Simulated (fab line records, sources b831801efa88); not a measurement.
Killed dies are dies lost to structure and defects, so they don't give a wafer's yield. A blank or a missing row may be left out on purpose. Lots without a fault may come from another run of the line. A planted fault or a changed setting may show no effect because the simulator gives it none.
fab line records | flow sky130
record lots=7 wafers=21 last_day=49
route steps=708 shown VT_ADJUST_HVTP@93 VT_ADJUST_LVTN@97 PAD_OPEN@708
lots that met no fault: from a run of the same line without faults
start_h: hours from the record's first day to the start of the lot's first wafer shown | wait_h: hours since the lot's step before | " the same as in the row above | L1.1+2: a row that stands for several wafers | - no value, or no start given | * or withheld: withheld | < > ~ a bound
route shown NAME@n: a module of which the file shows steps, and the number in the route of the first | usual: mean/standard deviation of fault-free wafers | same: alike in all rows | chamber/n: place in a boat | sites: the reading at each site | _std_site: their standard deviation | _edge_site: outer sites' mean less inner sites' | radius_mm: how far each site lies from the wafer's centre | mask NAME#n: copy n | behind: the tool/chamber that last shaped the wafer | hold: why the lot was held/for how many hours/how that ended | device: the transistor (n, p or np) that didn't switch | end of line: the same wafers' tests at the end of the route | a step without rows: its recipe alone | killed: dies lost to structure and defects at the first sort, not the wafer's yield | map: a wafer's dies, x killed, . not, _ none there
set.NAME: the setting as run; set.NAME@STEP: as run at that earlier step | model.NAME: the simulator's own value behind a step, which no gauge read
lots at some steps of the route; a table a step, a row a wafer
services: from which hour (start_h, from the record's first day; less than 0 if before it) a tool's chamber was out of use, for how many hours, and why
## steps
# step SKY_VT_ADJUST_HVTP_OVL_MEAS_08
# usual VT_ADJUST_HVTP_OVL=-1.6/1.4
# columns lot.wafer tool chamber start_h wait_h VT_ADJUST_HVTP_OVL[nm]
L856.2 overlay-02 - 132.85 0.1 -0.6
L856.4 " - " " -3.7
L856.6 " - " " -2.8
L863.1 overlay-02 - 173.90 0.1 -3.8
L863.3 " - " " -2.0
L863.5 " - " " -3.8
L867.1 overlay-02 - 203.10 0.1 -1.6
L867.4 " - " " -0.6
L867.6 " - " " -1.4
L868.3 overlay-01 - 208.94 0.1 -3.2
L868.5 " - " " -1.9
L868.6 " - " " -2.6
L869.1 overlay-02 - 218.29 0.1 0.8
L869.3 " - " " -0.9
L869.6 " - " " -0.7
L870.2 overlay-01 - 225.88 0.1 -2.7
L870.3 " - " " -2.4
L870.5 " - " " -2.8
L871.4 overlay-02 - 231.49 0.1 -2.5
L871.5 " - " " -2.7
L871.6 " - " " -3.3
# step SKY_VT_ADJUST_HVTP_IMPLANT_09
# recipe species=As energy_kev=150 dose_cm2=4.3e+12 tilt_deg=withheld
# step SKY_VT_ADJUST_HVTP_STRIP_10
# recipe chemistry=O2/N2 power_w=1400 pressure_mtorr=1500 platen_temp_c=withheld o2_flow_sccm=3000 n2_flow_sccm=300 overash_fraction=0.5
# usual drypump_motor_current_A=5.9/0.64 oes_product_au=0.716/0.0045 strip_time_to_endpoint_s=14.08/0.039
# columns lot.wafer tool chamber start_h wait_h drypump_motor_current_A oes_product_au rf_hours_counter_h strip_time_to_endpoint_s
L856.2 plasma_asher-01 0 133.03 0.1 5.4 0.712 33 14.05
L856.4 " 1 " " 5.0 0.724 - 14.08
L856.6 " 0 " " 5.4 0.720 - 14.01
L863.1 plasma_asher-04 1 174.08 0.1 6.1 0.717 4 14.09
L863.3 " 0 " " 6.7 0.709 - 14.08
L863.5 " 1 " " 6.1 0.716 - 14.03
L867.1 plasma_asher-04 1 203.28 0.1 6.0 0.721 7 14.11
L867.4 " 0 " " 6.7 0.719 - 14.06
L867.6 " 0 " " 6.6 0.711 - 14.10
L868.3 plasma_asher-04 1 209.15 0.1 6.1 0.720 - 14.12
L868.5 " 1 " " 6.1 0.715 - 14.13
L868.6 " 0 " " 6.7 0.718 - 14.10
L869.1 plasma_asher-04 0 218.47 0.1 6.7 0.710 8 14.12
L869.3 " 0 " " 6.7 0.711 - 14.08
L869.6 " 1 " " 6.1 0.719 - 14.07
L870.2 plasma_asher-04 0 226.06 0.1 6.7 0.706 9 14.11
L870.3 " 1 " " 6.0 0.717 - 14.11
L870.5 " 0 " " 6.7 0.716 - 14.11
L871.4 plasma_asher-02 0 231.70 0.1 5.5 0.720 - 14.09
L871.5 " 0 " " 5.5 0.721 - 14.11
L871.6 " 1 " " 6.7 0.716 - 14.07
# step SKY_VT_ADJUST_HVTP_TW_MEAS_11
# usual VT_ADJUST_HVTP_TW=1340/8.8
# columns lot.wafer tool chamber start_h wait_h VT_ADJUST_HVTP_TW
L856.2 film_metro-03 - 133.14 0.1 1329
L856.4 " - " " 1326
L856.6 " - " " 1325
L863.1 film_metro-01 - 174.18 0.1 1353
L863.3 " - " " 1348
L863.5 " - " " 1353
L867.1 film_metro-01 - 203.38 0.1 1348
L867.4 " - " " 1354
L867.6 " - " " 1359
L868.3 film_metro-02 - 209.23 0.1 1340
L868.5 " - " " 1347
L868.6 " - " " 1336
L869.1 film_metro-03 - 218.57 0.1 1337
L869.3 " - " " 1326
L869.6 " - " " 1323
L870.2 film_metro-03 - 226.17 0.1 1334
L870.3 " - " " 1331
L870.5 " - " " 1331
L871.4 film_metro-02 - 231.79 0.1 1344
L871.5 " - " " 1334
L871.6 " - " " 1337
# step SKY_VT_ADJUST_LVTN_DEHYDRATE_00
# recipe temp_c=200 time_s=60
# step SKY_VT_ADJUST_LVTN_HMDS_01
# recipe prime_time_s=60 prime_temp_c=120
# step SKY_VT_ADJUST_LVTN_COAT_02
# recipe spin_rpm=2000 resist_thk_nm=3000
# step SKY_VT_ADJUST_LVTN_SOFTBAKE_03
# recipe temp_c=110 time_s=withheld
# step SKY_VT_ADJUST_LVTN_EXPOSE_04
# recipe mask_id=NWM_COMPLEMENT_LESS_NATIVE na=0.6 source_shape=conventional sigma_outer=0.6 polarization=unpolarized target_cd_nm=840 dose_mj=194
# step SKY_VT_ADJUST_LVTN_PEB_05
# recipe temp_c=115 time_s=withheld
# step SKY_VT_ADJUST_LVTN_DEVELOP_06
# recipe wall_angle_deg=90 developer=TMAH develop_time_s=60 dev_temp_c=23
# step SKY_VT_ADJUST_LVTN_OVL_MEAS_07
# usual VT_ADJUST_LVTN_OVL=-0.7/1.3
# columns lot.wafer tool chamber start_h wait_h VT_ADJUST_LVTN_OVL[nm]
L856.2 overlay-02 - 152.18 - -3.4
L856.4 " - " " -1.7
L856.6 " - " " -0.3
L863.1 overlay-02 - 194.91 - 0.2
L863.3 " - " " 0.9
L863.5 " - " " -1.5
L867.1 overlay-02 - 227.12 - 0.0
L867.4 " - " " -0.3
L867.6 " - " " -1.4
L868.3 overlay-01 - 232.78 - 0.0
L868.5 " - " " 0.1
L868.6 " - " " -1.4
L869.1 overlay-01 - 241.76 - 0.3
L869.3 " - " " 0.1
L869.6 " - " " 1.3
L870.2 overlay-01 - 248.86 - -1.1
L870.3 " - " " -0.3
L870.5 " - " " -1.9
L871.4 overlay-01 - 254.79 - -0.2
L871.5 " - " " 0.9
L871.6 " - " " 0.1
# step SKY_VT_ADJUST_LVTN_IMPLANT_08
# recipe species=B energy_kev=30 dose_cm2=1.57e+12 tilt_deg=withheld
# usual dose_ions_cm2=1.5699e+12/1.6e+09 faraday_current_uA=8.84/0.2
# columns lot.wafer tool chamber start_h wait_h dose_ions_cm2 faraday_current_uA
L856.2 implanter-02 0 152.24 0.0 1.5699e+12 8.60
L856.4 " 0 " " 1.5676e+12 8.92
L856.6 " 0 " " 1.5676e+12 8.98
L863.1 implanter-02 0 194.94 0.0 7.667e+11 4.26
L863.3 " 0 " " 7.676e+11 4.26
L863.5 " 0 " " 7.698e+11 4.36
L867.1 implanter-02 0 227.15 0.0 7.705e+11 4.28
L867.4 " 0 " " 7.697e+11 4.46
L867.6 " 0 " " 7.663e+11 4.40
L868.3 implanter-02 0 232.85 0.1 7.683e+11 4.35
L868.5 " 0 " " 7.691e+11 4.24
L868.6 " 0 " " 7.676e+11 4.20
L869.1 implanter-01 0 241.79 0.0 1.5679e+12 8.92
L869.3 " 0 " " 1.5694e+12 8.58
L869.6 " 0 " " 1.57e+12 8.88
L870.2 implanter-04 0 248.92 0.0 1.5687e+12 8.88
L870.3 " 0 " " 1.5724e+12 8.65
L870.5 " 0 " " 1.5719e+12 8.72
L871.4 implanter-04 0 254.89 0.1 1.5692e+12 8.57
L871.5 " 0 " " 1.5681e+12 8.40
L871.6 " 0 " " 1.5708e+12 8.66
# step SKY_VT_ADJUST_LVTN_STRIP_09
# recipe chemistry=O2/N2 power_w=1400 pressure_mtorr=1500 platen_temp_c=withheld o2_flow_sccm=3000 n2_flow_sccm=300 overash_fraction=0.5
# usual drypump_motor_current_A=5.6/0.59 oes_product_au=0.722/0.0046 strip_time_to_endpoint_s=36.89/0.091
# columns lot.wafer tool chamber start_h wait_h drypump_motor_current_A oes_product_au rf_hours_counter_h strip_time_to_endpoint_s
L856.2 plasma_asher-04 1 152.36 0.1 6.1 0.723 2 36.94
L856.4 " 0 " " 6.7 0.716 - 37.03
L856.6 " 1 " " 6.1 0.720 - 37.01
L863.1 plasma_asher-03 1 195.09 0.1 5.5 0.725 52 36.84
L863.3 " 0 " " 5.1 0.719 - 36.97
L863.5 " 0 " " 5.0 0.730 - 36.93
L867.1 plasma_asher-01 1 227.30 0.1 5.0 0.715 42 36.88
L867.4 " 1 " " 5.0 0.719 - 36.90
L867.6 " 0 " " 5.4 0.719 - 36.80
L868.3 plasma_asher-03 1 232.99 0.1 5.5 0.721 - 36.94
L868.5 " 1 " " 5.5 0.721 - 36.93
L868.6 " 0 " " 5.1 0.718 - 36.83
L869.1 plasma_asher-04 0 241.94 0.1 6.6 0.723 10 37.01
L869.3 " 0 " " 6.7 0.713 - 36.97
L869.6 " 0 " " 6.6 0.723 - 36.90
L870.2 plasma_asher-01 0 249.04 0.1 5.4 0.722 44 36.79
L870.3 " 1 " " 5.0 0.734 - 36.75
L870.5 " 1 " " 5.0 0.723 - 36.80
L871.4 plasma_asher-01 1 255.00 0.1 5.0 0.730 - 36.89
L871.5 " 1 " " 5.0 0.722 - 36.88
L871.6 " 0 " " 5.4 0.717 - 36.78
# step SKY_VT_ADJUST_LVTN_TW_MEAS_10
# usual VT_ADJUST_LVTN_TW=239.4/1.4
# columns lot.wafer tool chamber start_h wait_h hold VT_ADJUST_LVTN_TW
L856.2 film_metro-01 - 152.47 0.1 - 239.4
L856.4 " - " " - 238.6
L856.6 " - " " - 239.4
L863.1 film_metro-04 - 195.19 0.1 await_dispo/0.2h/release 195.7
L863.3 " - " " await_dispo/0.2h/release 196.4
L863.5 " - " " await_dispo/0.2h/release 195.5
L863.1 film_metro-04 - 195.42 0.2 - 196.3
L863.3 " - " " - 194.9
L863.5 " - " " - 195.5
L867.1 film_metro-01 - 227.40 0.1 await_dispo/0.2h/release 196.8
L867.4 " - " " await_dispo/0.2h/release 196.4
L867.6 " - " " await_dispo/0.2h/release 196.5
L867.1 film_metro-01 - 227.63 0.2 - 197.1
L867.4 " - " " - 196.3
L867.6 " - " " - 196.3
L868.3 film_metro-01 - 233.07 0.1 await_dispo/0.2h/release 196.7
L868.5 " - " " await_dispo/0.2h/release 195.2
L868.6 " - " " await_dispo/0.2h/release 196.4
L868.3 film_metro-01 - 233.30 0.2 - 196.1
L868.5 " - " " - 196.1
L868.6 " - " " - 196.6
L869.1 film_metro-01 - 242.04 0.1 - 237.3
L869.3 " - " " - 237.1
L869.6 " - " " - 238.7
L870.2 film_metro-02 - 249.15 0.1 - 238.6
L870.3 " - " " - 237.4
L870.5 " - " " - 238.3
L871.4 film_metro-01 - 255.09 0.1 - 237.5
L871.5 " - " " - 239.3
L871.6 " - " " - 238.1
# step SKY_PAD_OPEN_PROBE_99
# usual killed_at_M0_to_M3=44/7.9 killed_at_M4_up=3.1/2 killed_at_contacts=23/4.9 killed_at_front_end=15/3.9 killed_at_other=0.2/0.49 killed_dies=86/10 killed_open=47/7.1 killed_short=39/7.1
# same gross_dies=492 killed_at_back_side=0
# columns lot.wafer tool chamber start_h wait_h killed_at_M0_to_M3 killed_at_M4_up killed_at_contacts killed_at_front_end killed_at_other killed_dies killed_open killed_short model.etest.nfet_01v8_lvt.drive_ua_um model.etest.nfet_01v8_swapped.off_log10_a_um model.etest.nfet_01v8.off_log10_a_um model.etest.nfet_01v8_turned.off_log10_a_um model.etest.nfet_01v8_lvt.vt_sat_v model.etest.nfet_01v8_lvt.vt_v model.etest.nfet_01v8_swapped.vt_sat_v model.etest.nfet_01v8.vt_sat_v
L856.2 prober-02 - 1084.84 0.1 55 4 28 11 0 98 46 50 609.7 -13.26 -13.21 -13.16 0.5118 0.5991 0.6298 0.6236
L856.4 prober-02 - 1084.94 0.2 51 5 17 10 0 83 42 41 590.9 -13.34 -13.29 -13.34 0.5301 0.6039 0.6455 0.6344
L856.6 prober-02 - 1085.04 0.2 49 0 26 9 0 84 49 35 589.5 -13.33 -13.43 -13.25 0.5284 0.5995 0.6414 0.6419
L863.1 prober-01 - 1133.82 0.1 47 3 22 16 0 88 53 34 605.9 -13.3 -13.07 -13.31 0.494 0.5836 0.6292 0.6303
L863.3 prober-01 - 1133.92 0.2 39 2 22 17 0 80 46 30 607.2 -13.24 -13.13 -13.16 0.4897 0.5895 0.6257 0.6263
L863.5 prober-01 - 1134.02 0.2 54 5 26 10 0 95 55 40 601.2 -13.12 -13.28 -13.27 0.4981 0.591 0.6333 0.6286
L867.1 prober-01 - 1149.81 0.1 57 4 34 17 1 113 58 54 598.7 -13.16 -13.14 -13.19 0.5075 0.5962 0.6379 0.6355
L867.4 prober-01 - 1149.96 0.2 42 5 20 20 0 87 55 32 595.6 -13.32 -13.39 -13.26 0.5195 0.5979 0.6413 0.6364
L867.6 prober-01 - 1150.06 0.2 47 1 29 17 0 94 55 39 606.8 -13.12 -13.27 -13.15 0.4993 0.5933 0.6278 0.6289
L868.3 prober-02 - 1157.98 0.2 40 2 16 19 0 77 34 42 621.6 -13.2 -13.06 -13.13 0.4793 0.5764 0.6161 0.6157
L868.5 prober-02 - 1158.08 0.2 51 3 23 23 0 100 59 41 608.8 -13.19 -13.15 -13.16 0.494 0.5849 0.6236 0.6247
L868.6 prober-02 - 1158.13 0.2 38 2 28 18 0 86 46 40 613.9 -13.06 -13.11 -13.12 0.4783 0.5817 0.6112 0.6109
L869.1 prober-01 - 1163.25 0.1 40 2 28 21 0 91 60 31 558.8 -13.59 -13.24 -13.38 0.5456 0.6186 0.6549 0.6503
L869.3 prober-01 - 1163.35 0.2 53 5 16 12 1 87 44 43 565.4 -13.38 -13.35 -13.4 0.5349 0.6245 0.6569 0.6514
L869.6 prober-01 - 1163.50 0.2 39 4 21 19 0 83 53 30 565.2 -13.3 -13.44 -13.37 0.5378 0.6123 0.6572 0.6489
L870.2 prober-02 - 1168.57 0.1 38 0 28 18 0 84 54 30 582.5 -13.32 -13.34 -13.22 0.5221 0.6018 0.6352 0.6339
L870.3 prober-02 - 1168.62 0.2 39 4 17 15 0 75 40 35 558.6 -13.36 -13.31 -13.49 0.5349 0.6048 0.6434 0.6463
L870.5 prober-02 - 1168.72 0.2 53 6 25 16 0 100 54 46 576.1 -13.39 -13.29 -13.31 0.5222 0.6004 0.6428 0.6354
L871.4 prober-02 - 1173.98 0.2 47 5 31 22 0 105 55 50 595.3 -13.22 -13.21 -13.22 0.5143 0.6039 0.6321 0.6293
L871.5 prober-02 - 1174.03 0.2 37 2 18 15 0 72 36 36 608.3 -13.22 -13.31 -13.22 0.5074 0.5921 0.6258 0.6256
L871.6 prober-02 - 1174.08 0.2 32 1 19 16 0 68 43 25 585.4 -13.29 -13.29 -13.45 0.5265 0.6064 0.643 0.6339
# killed by level:class
L856.2 VIA1:geometric_particle:open=11 VIA3:geometric_particle:open=11 CONTACT:geometric_particle:short=9 CONTACT:geometric_particle:open=7 METAL2:geometric_particle:short=6 LI_CONTACT:geometric_particle:short=5 VIA2:geometric_particle:open=5 VIA2:geometric_particle:short=4
L856.4 METAL1:geometric_particle:short=9 VIA1:geometric_particle:open=9 METAL2:geometric_particle:short=7 CONTACT:geometric_particle:open=6 VIA2:geometric_particle:open=6 VIA1:geometric_particle:short=5 LI_CONTACT:geometric_particle:open=4 FIELD_ISO:geometric_particle:short=3
L856.6 VIA2:geometric_particle:open=11 LI_CONTACT:geometric_particle:open=10 VIA1:geometric_particle:open=10 CONTACT:geometric_particle:open=6 CONTACT:geometric_particle:short=6 VIA3:geometric_particle:open=6 METAL1:geometric_particle:short=5 VIA1:geometric_particle:short=5
L863.1 VIA1:geometric_particle:open=19 CONTACT:geometric_particle:open=9 LI_CONTACT:geometric_particle:open=7 VIA1:geometric_particle:short=7 POLY_GATE:geometric_particle:open=6 VIA2:geometric_particle:open=6 FIELD_ISO:geometric_particle:short=5 METAL3:geometric_particle:short=4
L863.3 CONTACT:geometric_particle:open=11 VIA1:geometric_particle:open=10 VIA1:geometric_particle:short=6 LI_CONTACT:geometric_particle:open=5 VIA3:geometric_particle:open=4 METAL2:geometric_particle:short=4 POLY_GATE:area_etch=4 FIELD_ISO:geometric_particle:open=3
L863.5 VIA1:geometric_particle:open=20 METAL2:geometric_particle:short=10 CONTACT:geometric_particle:open=8 LI_CONTACT:geometric_particle:open=7 VIA2:geometric_particle:open=6 CONTACT:geometric_particle:short=5 METAL1:geometric_particle:short=5 POLY_GATE:geometric_particle:open=3
L867.1 VIA1:geometric_particle:open=13 VIA2:geometric_particle:open=10 LI_CONTACT:geometric_particle:open=9 CONTACT:geometric_particle:open=9 LOCAL_INTERCONNECT:geometric_particle:short=6 LI_CONTACT:geometric_particle:short=6 VIA2:geometric_particle:short=6 METAL2:geometric_particle:short=6
L867.4 VIA1:geometric_particle:open=15 CONTACT:geometric_particle:open=7 LI_CONTACT:geometric_particle:open=6 CONTACT:geometric_particle:short=6 VIA2:geometric_particle:open=6 FIELD_ISO:geometric_particle:short=5 POLY_GATE:geometric_particle:short=4 METAL2:geometric_particle:short=4
L867.6 VIA1:geometric_particle:open=16 CONTACT:geometric_particle:open=15 FIELD_ISO:geometric_particle:short=7 LI_CONTACT:geometric_particle:open=7 VIA1:geometric_particle:short=6 VIA2:geometric_particle:open=5 METAL1:geometric_particle:short=5 VIA3:geometric_particle:open=5
L868.3 VIA1:geometric_particle:open=10 POLY_GATE:geometric_particle:short=6 CONTACT:geometric_particle:open=6 FIELD_ISO:geometric_particle:short=5 METAL1:geometric_particle:short=5 LOCAL_INTERCONNECT:geometric_particle:short=5 VIA3:geometric_particle:short=5 VIA2:geometric_particle:open=4
L868.5 VIA1:geometric_particle:open=23 CONTACT:geometric_particle:open=8 VIA2:geometric_particle:open=8 POLY_GATE:geometric_particle:short=6 METAL2:geometric_particle:short=5 POLY_GATE:geometric_particle:open=4 LI_CONTACT:geometric_particle:short=4 LI_CONTACT:geometric_particle:open=4
L868.6 VIA1:geometric_particle:open=11 CONTACT:geometric_particle:open=9 LOCAL_INTERCONNECT:geometric_particle:short=7 VIA2:geometric_particle:open=6 VIA3:geometric_particle:open=5 SPACER:geometric_particle:short=5 METAL1:geometric_particle:short=5 LI_CONTACT:geometric_particle:open=4
L869.1 VIA1:geometric_particle:open=15 CONTACT:geometric_particle:open=12 LI_CONTACT:geometric_particle:open=9 VIA3:geometric_particle:open=6 FIELD_ISO:geometric_particle:short=5 POLY_GATE:geometric_particle:open=5 POLY_GATE:geometric_particle:short=4 CONTACT:geometric_particle:short=4
L869.3 VIA2:geometric_particle:open=8 VIA3:geometric_particle:open=7 CONTACT:geometric_particle:open=6 METAL1:geometric_particle:short=6 VIA1:geometric_particle:short=6 VIA1:geometric_particle:open=6 METAL3:geometric_particle:short=5 POLY_GATE:geometric_particle:short=4
L869.6 CONTACT:geometric_particle:open=10 VIA1:geometric_particle:open=10 VIA2:geometric_particle:open=9 FIELD_ISO:geometric_particle:open=6 VIA3:geometric_particle:open=5 METAL1:geometric_particle:short=5 POLY_GATE:geometric_particle:open=4 LI_CONTACT:geometric_particle:open=4
L870.2 LI_CONTACT:geometric_particle:open=14 VIA1:geometric_particle:open=11 CONTACT:geometric_particle:open=9 METAL1:geometric_particle:short=7 FIELD_ISO:geometric_particle:short=5 POLY_GATE:geometric_particle:short=5 VIA1:geometric_particle:short=5 VIA2:geometric_particle:open=5
L870.3 VIA3:geometric_particle:open=11 VIA1:geometric_particle:open=6 CONTACT:geometric_particle:open=5 CONTACT:geometric_particle:short=5 FIELD_ISO:geometric_particle:short=4 VIA1:geometric_particle:short=4 FIELD_ISO:geometric_particle:open=3 POLY_GATE:geometric_particle:short=3
L870.5 VIA1:geometric_particle:open=13 LI_CONTACT:geometric_particle:open=9 VIA3:geometric_particle:open=8 CONTACT:geometric_particle:open=6 METAL4:geometric_particle:short=6 VIA2:geometric_particle:short=6 LI_CONTACT:geometric_particle:short=5 METAL1:geometric_particle:short=5
L871.4 CONTACT:geometric_particle:open=12 VIA1:geometric_particle:open=10 LI_CONTACT:geometric_particle:open=9 VIA3:geometric_particle:open=8 POLY_GATE:geometric_particle:short=7 METAL2:geometric_particle:short=6 VIA1:geometric_particle:short=5 METAL1:geometric_particle:short=5
L871.5 CONTACT:geometric_particle:open=8 VIA1:geometric_particle:short=7 FIELD_ISO:geometric_particle:short=5 VIA1:geometric_particle:open=5 LI_CONTACT:geometric_particle:open=4 METAL1:geometric_particle:short=4 VIA2:geometric_particle:open=4 POLY_GATE:geometric_particle:open=3
L871.6 VIA1:geometric_particle:open=9 LI_CONTACT:geometric_particle:open=8 VIA2:geometric_particle:open=7 CONTACT:geometric_particle:open=5 CONTACT:geometric_particle:short=4 VIA1:geometric_particle:short=4 FIELD_ISO:geometric_particle:short=3 POLY_GATE:geometric_particle:short=3
## services
# columns tool chamber start_h hours kind
implanter-04 - 111.20 16.9 pm
plasma_asher-04 - 118.45 9.0 pm
plasma_asher-04 0 118.45 9.0 vent_cycle
plasma_asher-04 1 118.45 9.0 vent_cycle
plasma_asher-04 0 127.45 - clean
plasma_asher-04 1 127.45 - clean
implanter-01 - 133.62 1.6 repair
implanter-04 - 134.32 3.9 pm
implanter-01 - 147.70 1.8 repair
plasma_asher-03 - 168.11 0.9 repair
implanter-02 - 169.92 1.7 repair
plasma_asher-04 - 177.69 2.6 repair
implanter-01 - 194.71 5.2 repair
implanter-01 - 195.79 10.5 repair
implanter-01 - 222.67 6.6 repair
implanter-02 - 253.59 0.7 repair
## key
first_sign step=SKY_VT_ADJUST_LVTN_IMPLANT_08 reading=dose_ions_cm2 direction=down sigmas=99+ usual=* struck=*
effect step=SKY_VT_ADJUST_LVTN_IMPLANT_08 reading=faraday_current_uA direction=down sigmas=22 usual=8.84 struck=4.31
effect step=SKY_VT_ADJUST_LVTN_TW_MEAS_10 reading=visit direction=added
effect step=SKY_VT_ADJUST_LVTN_TW_MEAS_10 reading=VT_ADJUST_LVTN_TW direction=down sigmas=32 usual=239.4 struck=196.2
model_effect step=SKY_PAD_OPEN_PROBE_99 value=etest.nfet_01v8_lvt.drive_ua_um without=582.3 struck=606.6
met_at SKY_VT_ADJUST_LVTN_IMPLANT_08
struck_wafers L863.1,L863.3,L863.5,L867.1,L867.4,L867.6,L868.3,L868.5,L868.6
tester_left_out L863,L867,L868
onset_between 152.24 194.94
fault kind=process_parameter_drift tool=implanter-02 chamber=- onset_h=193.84 steps=SKY_VT_ADJUST_LVTN_IMPLANT_08 channel=dose_cm2 offset=* shape=step end_h=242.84 acts_in=* stated=*
# tester_left_out: of these lots the tester's yield and bins aren't shown, on N5 and GAA mostly nor the transistor test; their killed dies are dies lost to structure and defects alone, not to doping, threshold or leakage, so they don't give the yield
